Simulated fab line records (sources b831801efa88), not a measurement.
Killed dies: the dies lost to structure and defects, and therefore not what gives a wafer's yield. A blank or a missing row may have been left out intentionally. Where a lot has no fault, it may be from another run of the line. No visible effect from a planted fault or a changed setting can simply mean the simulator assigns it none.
Which tool was responsible?	flow gf180mcu	24 lots, 72 wafers sampled, at 6 steps of a route of 602

== WHAT THE GAUGES READ, wafer by wafer ==
GF_V3_OVL_MEAS_15.
lot	measured	on	V3_OVL (nm)
L074	day 22 12:22	overlay-02	-5 3 -12
L075	day 22 17:49	overlay-02	1 -7 5
L076	day 23 02:19	overlay-02	-1 7 1
L077	day 23 14:19	overlay-01	-12 -3 -7
L078	day 23 21:04	overlay-02	-9 -7 -14
L079	day 24 06:29	overlay-02	-10 3 -4
L080	day 24 11:48	overlay-01	8 -7 4
L081	day 24 21:28	overlay-02	-1 -9 1
L082	day 25 06:35	overlay-01	1 2 1
L083	day 25 18:44	overlay-01	-1 -1 -1
L084	day 25 22:32	overlay-01	2 -1 2
L085	day 26 10:15	overlay-02	0 3 -2
L086	day 26 14:10	overlay-02	-8 2 1
L087	day 26 20:58	overlay-01	-8 -10 -4
L088	day 27 02:10	overlay-01	6 5 -6
L089	day 27 10:10	overlay-02	21 14 4
L090	day 27 15:52	overlay-01	3 -2 3
L091	day 28 05:02	overlay-01	-2 0 -1
L092	day 28 07:44	overlay-01	5 3 5
L093	day 28 17:55	overlay-01	1 2 -2
L094	day 28 23:12	overlay-01	-4 2 -2
L095	day 29 04:10	overlay-02	-4 -13 -2
L096	day 29 08:25	overlay-01	-2 -3 2
L097	day 29 22:09	overlay-02	4 -7 0

GF_V5_OVL_MEAS_15.
lot	measured	on	V5_OVL (nm)
L074	day 27 07:12	overlay-01	9 0 -9
L075	day 27 11:07	overlay-01	-4 -4 -2
L076	day 27 19:35	overlay-01	0 2 4
L077	day 28 06:24	overlay-02	-14 -8 -6
L078	day 28 13:53	overlay-02	4 7 1
L079	day 28 18:37	overlay-02	9 13 0
L080	day 29 01:04	overlay-02	4 0 6
L081	day 29 08:46	overlay-02	4 6 9
L082	day 29 16:28	overlay-02	-2 -2 -2
L083	day 30 05:13	overlay-01	0 -6 -6
L084	day 30 08:09	overlay-01	-6 -2 -6
L085	day 30 19:09	overlay-02	8 -3 4
L086	day 30 20:26	overlay-01	-2 -3 3
L087	day 31 04:13	overlay-02	-2 1 1
L088	day 31 08:07	overlay-02	0 0 -1
L089	day 31 15:16	overlay-01	-2 -7 5
L090	day 31 21:04	overlay-01	-4 6 0
L091	day 32 07:22	overlay-02	-5 0 -7
L092	day 32 09:22	overlay-02	-3 -4 -7
L093	day 32 17:04	overlay-01	-4 2 0
L094	day 32 23:46	overlay-02	-5 3 7
L095	day 33 02:42	overlay-02	7 -8 10
L096	day 33 05:40	overlay-01	4 -7 5
L097	day 33 17:34	overlay-01	4 -5 2

== TOOL THAT RAN EACH LOT (tool first, then ch and the chambers of the sampled wafers, then the start) ==
lot	GF_PSD_STRIP_10	GF_V2_CVD_02	GF_M3_SPUTTER_03	GF_V4_SPUTTER_21
L074	plasma-asher-03 ch 0,1, day 14 08:38	pecvd-01 ch 0,1,2, day 19 09:53	pvd-sputter-02, day 20 11:46	pvd-sputter-02, day 24 13:21
L075	plasma-asher-01 ch 0,1, day 14 13:15	pecvd-04 ch 0,1,2, day 19 14:44	pvd-sputter-04, day 20 16:55	pvd-sputter-02, day 24 17:45
L076	plasma-asher-01 ch 0,1, day 14 20:06	pecvd-03 ch 0,2, day 19 23:19	pvd-sputter-02, day 21 01:25	pvd-sputter-02, day 25 02:44
L077	plasma-asher-03 ch 0,1, day 15 08:56	pecvd-04 ch 0,1,2, day 20 12:26	pvd-sputter-02, day 21 14:35	pvd-sputter-03, day 25 13:50
L078	plasma-asher-03 ch 0,1, day 15 14:24	pecvd-04 ch 0,1, day 20 19:40	pvd-sputter-03, day 21 21:38	pvd-sputter-03, day 25 21:07
L079	plasma-asher-04 ch 0, day 15 23:11	pecvd-01 ch 0,1,2, day 21 05:20	pvd-sputter-03, day 22 07:10	pvd-sputter-02, day 26 04:27
L080	plasma-asher-01 ch 0,1, day 16 05:14	pecvd-04 ch 1,2, day 21 11:35	pvd-sputter-02, day 22 13:16	pvd-sputter-03, day 26 10:17
L081	plasma-asher-03 ch 0,1, day 16 14:10	pecvd-01 ch 1,2, day 21 21:38	pvd-sputter-04, day 22 23:20	pvd-sputter-02, day 26 19:07
L082	plasma-asher-04 ch 0,1, day 17 00:44	pecvd-03 ch 1,2, day 22 07:30	pvd-sputter-04, day 23 08:25	pvd-sputter-02, day 27 03:42
L083	plasma-asher-01 ch 0,1, day 17 13:56	pecvd-04 ch 0,1,2, day 22 21:11	pvd-sputter-03, day 23 22:01	pvd-sputter-03, day 27 16:02
L084	plasma-asher-04 ch 0,1, day 17 19:02	pecvd-01 ch 0,1, day 23 01:19	pvd-sputter-02, day 24 02:01	pvd-sputter-03, day 27 19:34
L085	plasma-asher-01 ch 0,1, day 18 06:16	pecvd-01 ch 1,2, day 23 14:10	pvd-sputter-04, day 24 13:52	pvd-sputter-01, day 28 06:25
L086	plasma-asher-04 ch 0,1, day 18 10:52	pecvd-01 ch 0,1,2, day 23 17:26	pvd-sputter-03, day 24 17:40	pvd-sputter-02, day 28 09:54
L087	plasma-asher-01 ch 0,1, day 18 20:35	pecvd-03 ch 1,2, day 24 01:48	pvd-sputter-04, day 25 01:40	pvd-sputter-02, day 28 17:04
L088	plasma-asher-03 ch 0,1, day 19 02:05	pecvd-01 ch 0,1,2, day 24 08:04	pvd-sputter-04, day 25 07:46	pvd-sputter-01, day 28 21:39
L089	plasma-asher-01 ch 0,1, day 19 10:04	pecvd-03 ch 0,2, day 24 14:35	pvd-sputter-02, day 25 14:25	pvd-sputter-01, day 29 05:19
L090	plasma-asher-03 ch 0,1, day 19 18:32	pecvd-04 ch 0,1,2, day 24 21:35	pvd-sputter-02, day 25 21:37	pvd-sputter-01, day 29 11:38
L091	plasma-asher-03 ch 0,1, day 20 09:28	pecvd-03 ch 0,2, day 25 12:25	pvd-sputter-02, day 26 11:33	pvd-sputter-02, day 30 00:23
L092	plasma-asher-04 ch 1, day 20 12:37	pecvd-01 ch 0,1,2, day 25 14:37	pvd-sputter-04, day 26 14:02	pvd-sputter-01, day 30 02:42
L093	plasma-asher-03 ch 0,1, day 21 01:05	pecvd-01 ch 0,1, day 26 01:07	pvd-sputter-03, day 26 23:56	pvd-sputter-02, day 30 11:05
L094	plasma-asher-03 ch 0,1, day 21 06:20	pecvd-03 ch 0,2, day 26 07:02	pvd-sputter-02, day 27 05:46	pvd-sputter-01, day 30 17:25
L095	plasma-asher-04 ch 0,1, day 21 15:02	pecvd-01 ch 0,1,2, day 26 13:39	pvd-sputter-02, day 27 11:59	pvd-sputter-02, day 30 21:17
L096	plasma-asher-04 ch 0,1, day 21 20:46	pecvd-01 ch 0,1,2, day 26 16:06	pvd-sputter-03, day 27 14:52	pvd-sputter-01, day 31 00:02
L097	plasma-asher-01 ch 0,1, day 22 09:41	pecvd-03 ch 0,1,2, day 27 07:17	pvd-sputter-02, day 28 06:10	pvd-sputter-02, day 31 13:52
- GF_PSD_STRIP_10: strips in O2/N2.
- GF_V2_CVD_02: deposits SiO2 from TEOS, target thk 850 nm, time 94.851 s.
- GF_M3_SPUTTER_03: material Ti, target thk 10 nm, time 6.7 s.
- GF_V4_SPUTTER_21: material Ti, target thk 15 nm, time 80.02 s.

== WHAT THE TOOLS THEMSELVES READ (means of the sampled wafers that have a number; where no wafer has one, the mark that the record gives instead) ==
GF_PSD_STRIP_10.
lot	tool	drypump-motor-current-A (A)	heater-power-w (W)	oes-product-au (a.u.)	strip-time-to-endpoint-s (s)
L074	plasma-asher-03	5.0	308	0.591	16.56
L075	plasma-asher-01	6.4	345	0.590	16.44
L076	plasma-asher-01	6.4	344	0.594	16.51
L077	plasma-asher-03	4.8	333	0.592	16.52
L078	plasma-asher-03	4.8	336	0.594	16.55
L079	plasma-asher-04	6.1	345	0.591	16.53
L080	plasma-asher-01	6.3	346	0.595	16.56
L081	plasma-asher-03	4.8	335	0.594	16.48
L082	plasma-asher-04	6.1	378	0.592	16.52
L083	plasma-asher-01	6.5	305	0.594	16.51
L084	plasma-asher-04	6.1	359	0.594	16.52
L085	plasma-asher-01	6.3	338	0.597	16.51
L086	plasma-asher-04	6.1	366	0.595	16.46
L087	plasma-asher-01	6.3	347	0.593	16.55
L088	plasma-asher-03	5.0	312	0.593	16.49
L089	plasma-asher-01	6.5	306	0.596	16.54
L090	plasma-asher-03	5.0	310	0.595	16.60
L091	plasma-asher-03	4.8	336	0.592	16.59
L092	plasma-asher-04	6.1	376	0.591	16.55
L093	plasma-asher-03	4.8	338	0.588	16.55
L094	plasma-asher-03	4.8	337	0.590	16.53
L095	plasma-asher-04	6.1	349	0.590	16.55
L096	plasma-asher-04	6.1	358	0.591	16.52
L097	plasma-asher-01	6.5	302	0.592	16.57

GF_V2_CVD_02.
lot	tool	heater-power-w (W)
L074	pecvd-01	576
L075	pecvd-04	658
L076	pecvd-03	721
L077	pecvd-04	651
L078	pecvd-04	629
L079	pecvd-01	635
L080	pecvd-04	670
L081	pecvd-01	648
L082	pecvd-03	685
L083	pecvd-04	604
L084	pecvd-01	652
L085	pecvd-01	707
L086	pecvd-01	609
L087	pecvd-03	673
L088	pecvd-01	643
L089	pecvd-03	764
L090	pecvd-04	604
L091	pecvd-03	672
L092	pecvd-01	665
L093	pecvd-01	649
L094	pecvd-03	703
L095	pecvd-01	664
L096	pecvd-01	640
L097	pecvd-03	651

GF_M3_SPUTTER_03.
lot	tool	throttle-valve-pct (%)
L074	pvd-sputter-02	30.1
L075	pvd-sputter-04	28.8
L076	pvd-sputter-02	29.5
L077	pvd-sputter-02	30.3
L078	pvd-sputter-03	29.8
L079	pvd-sputter-03	29.4
L080	pvd-sputter-02	30.4
L081	pvd-sputter-04	29.6
L082	pvd-sputter-04	29.7
L083	pvd-sputter-03	29.9
L084	pvd-sputter-02	29.8
L085	pvd-sputter-04	29.0
L086	pvd-sputter-03	29.9
L087	pvd-sputter-04	29.5
L088	pvd-sputter-04	29.9
L089	pvd-sputter-02	29.6
L090	pvd-sputter-02	30.3
L091	pvd-sputter-02	30.0
L092	pvd-sputter-04	29.5
L093	pvd-sputter-03	30.0
L094	pvd-sputter-02	29.6
L095	pvd-sputter-02	29.6
L096	pvd-sputter-03	30.7
L097	pvd-sputter-02	29.8

GF_V4_SPUTTER_21.
lot	tool	throttle-valve-pct (%)
L074	pvd-sputter-02	30.2
L075	pvd-sputter-02	30.6
L076	pvd-sputter-02	30.1
L077	pvd-sputter-03	30.0
L078	pvd-sputter-03	30.9
L079	pvd-sputter-02	30.0
L080	pvd-sputter-03	30.1
L081	pvd-sputter-02	29.7
L082	pvd-sputter-02	29.9
L083	pvd-sputter-03	28.8
L084	pvd-sputter-03	29.4
L085	pvd-sputter-01	29.1
L086	pvd-sputter-02	30.3
L087	pvd-sputter-02	30.2
L088	pvd-sputter-01	28.8
L089	pvd-sputter-01	28.8
L090	pvd-sputter-01	29.4
L091	pvd-sputter-02	30.1
L092	pvd-sputter-01	30.1
L093	pvd-sputter-02	30.3
L094	pvd-sputter-01	29.4
L095	pvd-sputter-02	29.6
L096	pvd-sputter-01	29.3
L097	pvd-sputter-02	30.1

== THE ANSWER, worked out from the rows above alone ==
Rule: usual is defined by the lots themselves. The widest of any qualifying gaps counts: lots, ordered by their means at a reading, are off when they make up no more than a third of the lots, leave a main group of 4 or more, and stand apart from it by 3 or more times the standard deviation of that group's means. A main group is skipped when, at the precision printed for the reading in the tables above, its means are all equal. Also off: a lot with no number at a reading for which 4 or more lots have one. Any other lot the step has rows for is counted as sound. Order of review: gauges by route order, followed by the tools' own readings, for which a lot's mean as printed above is used. At the first step where some lot is off, the reading lying furthest off is the one used; lots without a number count as furthest.
None of the lots is off at any reading shown; this tells nothing.

== WHAT THE SIMULATOR PUT IN ==
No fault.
